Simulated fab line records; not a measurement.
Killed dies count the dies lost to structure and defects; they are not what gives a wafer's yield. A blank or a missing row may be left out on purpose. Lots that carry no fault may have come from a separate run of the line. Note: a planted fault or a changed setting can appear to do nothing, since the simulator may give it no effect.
Split-lot study    flow sfq_line    23 wafers read across 5 lots, on a route 325 steps long

ON THE SPLIT
At SFQ_TRILAYER_I1_CMP_CMP_046 (polishes SiO2), the setting leave_above_ref_nm was moved away from the recipe's 200 nm on 10 of the 23 wafers read, by -2.7% to +6.0%. This setting was run at the recipe's value on the other wafers.

FROM THE SPLIT TO THE READING: what the file shows between them, 2 steps
- SFQ_TRILAYER_I1_METRO_MEASURE_047
- SFQ_TRILAYER_I1_VIA_BARC_OPEN_VIA_ETCH_071: etches BARC in O2, target depth 125 nm, time 41.7 s (also split here: bias_w)

THE READING
oes_product_au, in a.u., at SFQ_TRILAYER_I1_VIA_ETCH_VIA_ETCH_052 (etches SiO2 in CHF3, stops on Nb, target depth 260 nm). Fault-free wafers of this fab line usually give 0.854 a.u., standard deviation 0.0048 a.u.

wafer   tool, chamber at the split  leave_above_ref_nm as run, nm  against the recipe  oes_product_au, a.u.  against lot-mates on the recipe
L074.1  cmp-01, 2                   211.9                          +6.0%               0.884                 +0.031
L074.2  cmp-01, 1                   200                            recipe              0.850                 -
L074.3  cmp-01, 0                   200                            recipe              0.855                 -
L074.4  cmp-01, 3                   211.9                          +6.0%               0.886                 +0.033
L074.5  cmp-01, 3                   211.9                          +6.0%               0.886                 +0.033
L077.1  cmp-02, 3                   200                            recipe              0.857                 -
L077.4  cmp-02, 2                   200                            recipe              0.863                 -
L077.5  cmp-02, 0                   200                            recipe              0.856                 -
L082.1  cmp-02, 3                   194.6                          -2.7%               0.838                 -0.014
L082.2  cmp-02, 0                   194.6                          -2.7%               0.842                 -0.010
L082.3  cmp-02, 1                   200                            recipe              0.852                 -
L082.4  cmp-02, 2                   200                            recipe              0.856                 -
L082.5  cmp-02, 3                   200                            recipe              0.849                 -
L084.1  cmp-01, 1                   210.2                          +5.1%               0.880                 +0.023
L084.3  cmp-01, 3                   210.2                          +5.1%               0.881                 +0.024
L084.4  cmp-01, 2                   200                            recipe              0.859                 -
L084.5  cmp-01, 2                   200                            recipe              0.854                 -
L084.6  cmp-01, 3                   210.2                          +5.1%               0.889                 +0.032
L085.1  cmp-01, 0                   200                            recipe              0.854                 -
L085.2  cmp-01, 2                   195.9                          -2.0%               0.849                 -0.002
L085.3  cmp-01, 3                   200                            recipe              0.854                 -
L085.4  cmp-01, 1                   195.9                          -2.0%               0.838                 -0.013
L085.6  cmp-01, 2                   200                            recipe              0.846                 -

FIT RESULTS
A straight line over all 23 wafers: oes_product_au changes by +0.0054 a.u. for each +1% of leave_above_ref_nm; r = +0.97; the points scatter about the line by 0.0042 a.u.
The same after taking each lot's own level away (the mean of its wafers on the recipe; 23 wafers): +0.00521 a.u. for each +1%; r = +0.97; scatter 0.0035 a.u.
Per that fit: largest leave_above_ref_nm move, reading shift of 0.031 a.u.
From 0.8513 to 0.8587 a.u.: that is the span of the lots' own levels, equal to 1.5 times the standard deviation above.
So the lot-to-lot level changes the slope little: the two slopes agree.
Check: for one of the wafers moved furthest among these (+6.0%), held out of the fit, the line's prediction against its lot-mates is +0.0317 a.u. It came out at +0.0315 a.u. against them.

OTHER SPLITS ON THESE WAFERS
Note: prior to the reading, these wafers also went through further splits. Each is held against what the fit with the lots' levels taken away leaves over:
other split on the same wafers                     wafers away from the commonest value  r with oes_product_au (lot level and that fit taken away)
SFQ_TRILAYER_M1_LITHO_EXPOSE_040 dose_mj           5                                     +0.14
SFQ_TRILAYER_I1_VIA_BARC_OPEN_VIA_ETCH_071 bias_w  5                                     -0.01

THE WHOLE CHAIN: every reading that the file lists as answering this split, in the file's order
step                                   what it does                                           reading                                                                                    change (the file's fit)                    r (the file's)
SFQ_TRILAYER_I1_CMP_CMP_046            polishes SiO2                                          SiO2_of_TRILAYER_I1_DEP_PECVD_045.thk_nm (the simulator's own value, which no gauge read)  +2 nm for each +1% of the setting          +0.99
SFQ_TRILAYER_I1_METRO_MEASURE_047                                                             thk_nm                                                                                     +2 nm for each +1% of the setting          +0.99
SFQ_TRILAYER_I1_VIA_ETCH_VIA_ETCH_052  etches SiO2 in CHF3, stops on Nb, target depth 260 nm  oes_product_au                                                                             +0.00522 a.u. for each +1% of the setting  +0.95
SFQ_TRILAYER_I1_VIA_ETCH_VIA_ETCH_052  etches SiO2 in CHF3, stops on Nb, target depth 260 nm  I1.feature_depth_nm (the simulator's own value, which no gauge read)                       +2 nm for each +1% of the setting          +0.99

FILE'S OWN FIT
oes_product_au changes by +0.00522 a.u. for each +1% of leave_above_ref_nm, r = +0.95.
